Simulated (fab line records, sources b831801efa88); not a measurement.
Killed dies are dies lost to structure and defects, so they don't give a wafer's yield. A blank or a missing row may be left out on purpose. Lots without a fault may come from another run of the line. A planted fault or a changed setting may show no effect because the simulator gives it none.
Chamber matching | flow gf180mcu | GF_CONTACT_CMP_27 on cmp-01: 4 sister chambers
The step polishes, stops on SiO2, t overpolish 15 s, target thk 0 nm. 14 wafers are shown with their chamber, then 7 later ones without.

WAFERS WITH THEIR CHAMBER
wafer  | chamber | motor_current_A (A) | time_to_endpoint_s (s) | head_pressure_psi (psi)
L557.2 | 2       | 11.1                | 71.3                   | 3.506
L557.3 | 0       | 11.1                | 71.8                   | 3.503
L557.5 | 1       | 10.6                | 71.6                   | 3.508
L562.4 | 1       | 10.4                | 72.2                   | 3.494
L562.5 | 3       | 9.6                 | 74.9                   | 3.492
L562.6 | 2       | 10.7                | 72.7                   | 3.495
L563.2 | 1       | 10.7                | 72.5                   | 3.521
L563.3 | 0       | 11.2                | 72.7                   | 3.497
L563.4 | 2       | 10.6                | 72.0                   | 3.499
L564.1 | 1       | 11.1                | 75.7                   | 3.504
L564.4 | 3       | 9.5                 | 77.9                   | 3.495
L564.6 | 2       | 10.8                | 73.1                   | 3.499
L566.1 | 0       | 11.1                | 78.5                   | 3.507
L566.3 | 3       | 9.0                 | 75.9                   | 3.500

SIGNATURES (means of the wafers above)
reading            | chamber 0 | chamber 1 | chamber 2 | chamber 3 | scatter within a chamber
motor_current_A    | 11.133    | 10.700    | 10.800    | 9.367     | 0.248
time_to_endpoint_s | 74.333    | 73.000    | 72.275    | 76.233    | 2.08
head_pressure_psi  | 3.50233   | 3.50675   | 3.49975   | 3.49567   | 0.00722
Rule: a wafer's distance from a chamber is the root of the sum, over the readings, of the square of ((its reading less the chamber's mean) divided by the reading's scatter). The wafer belongs to the nearest chamber; if the next one is less than 2 further off, it can't be placed. The scatter: the root of (the sum of the squares of (reading less its chamber's mean) over the shown wafers, divided by (wafers less chambers)).

WAFERS WITHOUT THEIR CHAMBER
wafer  | motor_current_A (A) | time_to_endpoint_s (s) | head_pressure_psi (psi)
L566.4 | 10.9                | 81.7                   | 3.512
L568.1 | 11.4                | 77.3                   | 3.500
L568.3 | 9.3                 | 72.0                   | 3.502
L568.6 | 10.6                | 70.3                   | 3.508
L576.2 | 9.5                 | 76.1                   | 3.490
L576.3 | 11.3                | 71.2                   | 3.494
L576.5 | 10.9                | 74.4                   | 3.496

WHICH CHAMBER EACH WENT THROUGH
wafer  | from the rows above          | in truth
L566.4 | can't be placed: 0 or 1 or 2 | 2
L568.1 | can't be placed: 0 or 2 or 1 | 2
L568.3 | 3                            | 3
L568.6 | can't be placed: 1 or 2 or 0 | 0
L576.2 | 3                            | 3
L576.3 | can't be placed: 0 or 2 or 1 | 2
L576.5 | can't be placed: 2 or 0 or 1 | 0
Placed correctly: 2 of 7. Can't be placed from these rows: 5 (the true chamber is among the candidates in 5). Placed wrongly: 0.
